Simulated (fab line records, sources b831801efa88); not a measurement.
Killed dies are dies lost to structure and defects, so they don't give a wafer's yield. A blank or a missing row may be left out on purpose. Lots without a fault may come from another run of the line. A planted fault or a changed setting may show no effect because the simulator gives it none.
Chamber matching | flow gf180mcu | GF_V5_ETCH_16 on rie_diel-03: 4 sister chambers
The step etches BARC in N2/H2. 8 wafers are shown with their chamber, then 9 later ones without.

WAFERS WITH THEIR CHAMBER
wafer  | chamber | drypump_motor_current_A (A) | rf_fwd_power_W (W)
L079.6 | 1       | 5.8                         | 495.9
L081.3 | 1       | 5.8                         | 490.8
L085.1 | 0       | 5.6                         | 497.3
L085.4 | 2       | 6.4                         | 497.8
L085.6 | 3       | 5.7                         | 490.7
L089.2 | 0       | 5.7                         | 495.0
L089.4 | 2       | 6.4                         | 497.0
L089.6 | 3       | 5.7                         | 489.7

WAFERS WITHOUT THEIR CHAMBER
wafer  | drypump_motor_current_A (A) | rf_fwd_power_W (W)
L091.2 | 5.8                         | 497.5
L091.3 | 5.6                         | 499.6
L091.4 | 5.7                         | 488.0
L093.2 | 6.4                         | 499.0
L093.3 | 5.6                         | 489.9
L093.6 | 5.8                         | 495.2
L094.1 | 5.7                         | 492.1
L094.3 | 5.7                         | 495.4
L094.5 | 6.4                         | 496.3

WHICH CHAMBER EACH WENT THROUGH
wafer  | from the rows above          | in truth
L091.2 | 1                            | 1
L091.3 | 0                            | 0
L091.4 | 3                            | 3
L093.2 | 2                            | 2
L093.3 | can't be placed: 3 or 0      | 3
L093.6 | 1                            | 1
L094.1 | can't be placed: 3 or 0 or 1 | 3
L094.3 | can't be placed: 0 or 3 or 1 | 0
L094.5 | 2                            | 2
Placed correctly: 6 of 9. Can't be placed from these rows: 3 (the true chamber is among the candidates in 3). Placed wrongly: 0.
How it was worked out, from the rows above alone: a wafer's distance from a chamber is the root of the sum, over the readings, of the square of ((its reading less the chamber's mean) divided by the reading's scatter). The wafer belongs to the nearest chamber; if the next one is less than 2 further off, it can't be placed. A chamber's mean is the mean of its shown wafers. The scatter: the root of (the sum of the squares of (reading less its chamber's mean) over the shown wafers, divided by (wafers less chambers)).
